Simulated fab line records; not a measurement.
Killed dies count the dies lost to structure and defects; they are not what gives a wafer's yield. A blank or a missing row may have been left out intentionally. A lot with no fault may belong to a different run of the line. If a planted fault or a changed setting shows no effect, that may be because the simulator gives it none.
Which tool is to blame? + flow gf180mcu + 14 lots with 42 wafers sampled at 2 steps, on a route of 602 steps

## WHAT THE GAUGES READ, wafer by wafer
GF_TOP_METAL_RS_MEAS_05: measurement is done with a four-point probe. Usual: TOP_METAL_ALCU_RS 0.0326 ohm/sq, standard deviation 0.00032.
| lot  | measured     | on           | TOP_METAL_ALCU_RS (ohm/sq)                | flag |
|------|--------------|--------------|-------------------------------------------|------|
| L152 | day 27 06:45 | filmMetro-04 | 0.0332 0.0332 0.0326                      |      |
| L153 | day 27 17:44 | filmMetro-02 | 0.0326 0.0324 0.0328                      |      |
| L154 | day 27 23:22 | filmMetro-03 | 0.0331 0.0329 0.0330                      |      |
| L155 | day 28 07:44 | filmMetro-02 | 0.0328 0.0327 0.0330                      |      |
| L156 | day 28 10:24 | filmMetro-02 | 0.0326 0.0333 0.0328                      |      |
| L160 | day 29 17:40 | filmMetro-04 | 0.0323 0.0323 0.0327                      |      |
| L163 | day 30 16:25 | filmMetro-02 | 0.0317 0.0316 0.0321 0.0316 0.0316 0.0321 |      |
| L164 | day 30 22:38 | filmMetro-02 | 0.0318 0.0316 0.0323                      |      |
| L168 | day 31 23:53 | filmMetro-02 | 0.0329 0.0324 0.0328                      |      |
| L171 | day 32 21:37 | filmMetro-03 | 0.0325 0.0328 0.0327                      |      |
| L172 | day 33 01:10 | filmMetro-04 | 0.0326 0.0325 0.0324                      |      |
| L173 | day 33 02:49 | filmMetro-03 | 0.0332 0.0330 0.0328                      |      |
| L175 | day 33 19:03 | filmMetro-02 | 0.0324 0.0324 0.0329                      |      |
| L169 | day 34 08:07 | filmMetro-02 | 0.0321 0.0325 0.0322                      |      |

## WHICH TOOL RAN EACH LOT (tool, then ch and the chambers of the sampled wafers, then the start)
| lot  | GF_TOP_METAL_SPUTTER_02     |
|------|-----------------------------|
| L152 | pvdSputter-04, day 27 06:40 |
| L153 | pvdSputter-03, day 27 17:36 |
| L154 | pvdSputter-04, day 27 23:16 |
| L155 | pvdSputter-03, day 28 07:39 |
| L156 | pvdSputter-01, day 28 10:19 |
| L160 | pvdSputter-03, day 29 17:33 |
| L163 | pvdSputter-04, day 30 16:19 |
| L164 | pvdSputter-04, day 30 22:32 |
| L168 | pvdSputter-01, day 31 23:48 |
| L171 | pvdSputter-03, day 32 21:30 |
| L172 | pvdSputter-03, day 33 01:05 |
| L173 | pvdSputter-03, day 33 02:44 |
| L175 | pvdSputter-04, day 33 18:58 |
| L169 | pvdSputter-01, day 34 08:02 |
- GF_TOP_METAL_SPUTTER_02: material AlCu, target thk 900 nm, time 47.82 s.

## WHAT THE TOOLS THEMSELVES READ (means of the sampled wafers that have a number; where no wafer has one, the mark that the record gives instead)
GF_TOP_METAL_SPUTTER_02. Usual: chamberPressurePa 0.3000 Pa, standard deviation 0.00062; throttleValvePct 30.3 %, standard deviation 1.2.
| lot  | tool          | chamberPressurePa (Pa) | throttleValvePct (%) | flag |
|------|---------------|------------------------|----------------------|------|
| L152 | pvdSputter-04 | 0.3000                 | 29.9                 |      |
| L153 | pvdSputter-03 | 0.2987                 | 31.5                 |      |
| L154 | pvdSputter-04 | 0.3011                 | 29.5                 |      |
| L155 | pvdSputter-03 | 0.2999                 | 31.3                 |      |
| L156 | pvdSputter-01 | 0.3001                 | 30.4                 |      |
| L160 | pvdSputter-03 | 0.3003                 | 30.8                 |      |
| L163 | pvdSputter-04 | 0.2527                 | 32.0                 | OFF  |
| L164 | pvdSputter-04 | 0.2530                 | 32.5                 | OFF  |
| L168 | pvdSputter-01 | 0.2998                 | 29.6                 |      |
| L171 | pvdSputter-03 | 0.2997                 | 31.3                 |      |
| L172 | pvdSputter-03 | 0.3003                 | 31.4                 |      |
| L173 | pvdSputter-03 | 0.2995                 | 31.2                 |      |
| L175 | pvdSputter-04 | 0.2999                 | 29.9                 |      |
| L169 | pvdSputter-01 | 0.3007                 | 29.3                 |      |

## THE ANSWER, worked out from the rows above alone
Rule: a lot is off if the mean of its wafers that have a number lies more than 3 standard deviations from the usual mean. Also off: a lot with no number at a reading for which 4 or more lots have one. The other lots that the step has rows for count as sound. After the gauges, taken in route order, come the tools' own readings; for these a lot's mean is taken, as printed above. The first step at which some lot is off is used, and at that step the reading that is off furthest; a lot without a number counts as furthest.
Off, at GF_TOP_METAL_SPUTTER_02 on chamberPressurePa: L163, L164.
If a tool, at that step or one of the process steps before it, ran each lot that is off and ran no sound lot following the first of them, it fits. None of those tried fits.

## WHAT THE SIMULATOR HAD INSERTED
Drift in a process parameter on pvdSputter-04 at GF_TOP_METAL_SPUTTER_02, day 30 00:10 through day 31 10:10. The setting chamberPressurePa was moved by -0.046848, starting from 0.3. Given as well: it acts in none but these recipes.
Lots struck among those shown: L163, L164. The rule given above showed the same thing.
